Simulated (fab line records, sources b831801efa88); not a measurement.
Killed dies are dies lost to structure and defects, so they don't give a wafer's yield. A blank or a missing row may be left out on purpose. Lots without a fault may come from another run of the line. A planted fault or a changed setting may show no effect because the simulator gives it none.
One fault seen from 2 desks | flow sky130 | each desk has only its own numbers; what lay behind them comes last

THE TOOL OWNER'S DESK: implanter-04
The tool's own readings at SKY_SONOS_TUNNEL_IMPLANT_09: means of the sampled wafers that have a number, for each lot that ran on this tool. A lot is out of limits, marked OUT, if its mean lies more than 4 standard deviations from the usual mean; the brackets give that distance.
Columns: A = beam_energy_keV at SKY_SONOS_TUNNEL_IMPLANT_09, usual 20.000; B = dose_ions_cm2 at SKY_SONOS_TUNNEL_IMPLANT_09, usual 9.999e+11; C = end_station_pressure_torr at SKY_SONOS_TUNNEL_IMPLANT_09, usual 5e-06 Torr
lot  | first seen here | A                        | B         | C
L878 | day 12 14:11    | 19.995                   | 9.996e+11 | 5e-06
L885 | day 15 00:46    | 22.997 (+99 or more) OUT | 9.992e+11 | 5e-06
L883 | day 15 02:08    | 22.994 (+99 or more) OUT | 1.001e+12 | 5e-06
L893 | day 17 13:40    | 20.001                   | 1.000e+12 | 5e-06
L895 | day 17 21:31    | 20.001                   | 1.001e+12 | 5e-06
This desk's finding: out of limits on L883, L885; first on L885, day 15 00:46 (beam_energy_keV at SKY_SONOS_TUNNEL_IMPLANT_09). In limits: L878, L893, L895.

THE METROLOGY DESK
What the gauges read, lot by lot, whatever tool the lot ran on: means of the sampled wafers that have a number. A lot is out of limits, marked OUT, if its mean lies more than 4 standard deviations from the usual mean; the brackets give that distance.
Columns: A = VT_ADJUST_PCH_TW at SKY_VT_ADJUST_PCH_TW_MEAS_10, usual 141.5; B = cd_nm at SKY_SONOS_TUNNEL_CD_MEAS_07, usual 410.1 nm; C = SONOS_TUNNEL_OVL at SKY_SONOS_TUNNEL_OVL_MEAS_08, usual 0.1 nm
lot  | first seen here | A     | B     | C
L875 | day 10 12:14    | 142.8 | 412.6 | 1.3
L878 | day 11 14:23    | 138.9 | 410.0 | 0.1
L885 | day 13 22:44    | 143.0 | 412.5 | -0.9
L883 | day 13 23:41    | 143.0 | 411.7 | 0.3
L893 | day 16 11:03    | 139.1 | 410.1 | -0.0
L895 | day 16 18:58    | 139.0 | 409.5 | -1.0
This desk's finding: nothing out of limits on any of the 6 lots.

PUT TOGETHER
The tool owner's desk could have raised an alarm at day 15 00:46, on L883, L885.
The metrology desk saw nothing out of limits.
The metrology desk has L883, L885 on record, within its limits.
Of the lots named, all ran SKY_SONOS_TUNNEL_IMPLANT_09 on implanter-04.

WHAT THE SIMULATOR HAD PUT IN
Process parameter drift: implanter-04, from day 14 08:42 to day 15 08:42, at SKY_SONOS_TUNNEL_IMPLANT_09. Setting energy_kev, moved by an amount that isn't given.
Lots struck among those shown: L883, L885.
Hours from the fault's start to each desk's first reading out of limits: the tool owner's desk, 16.
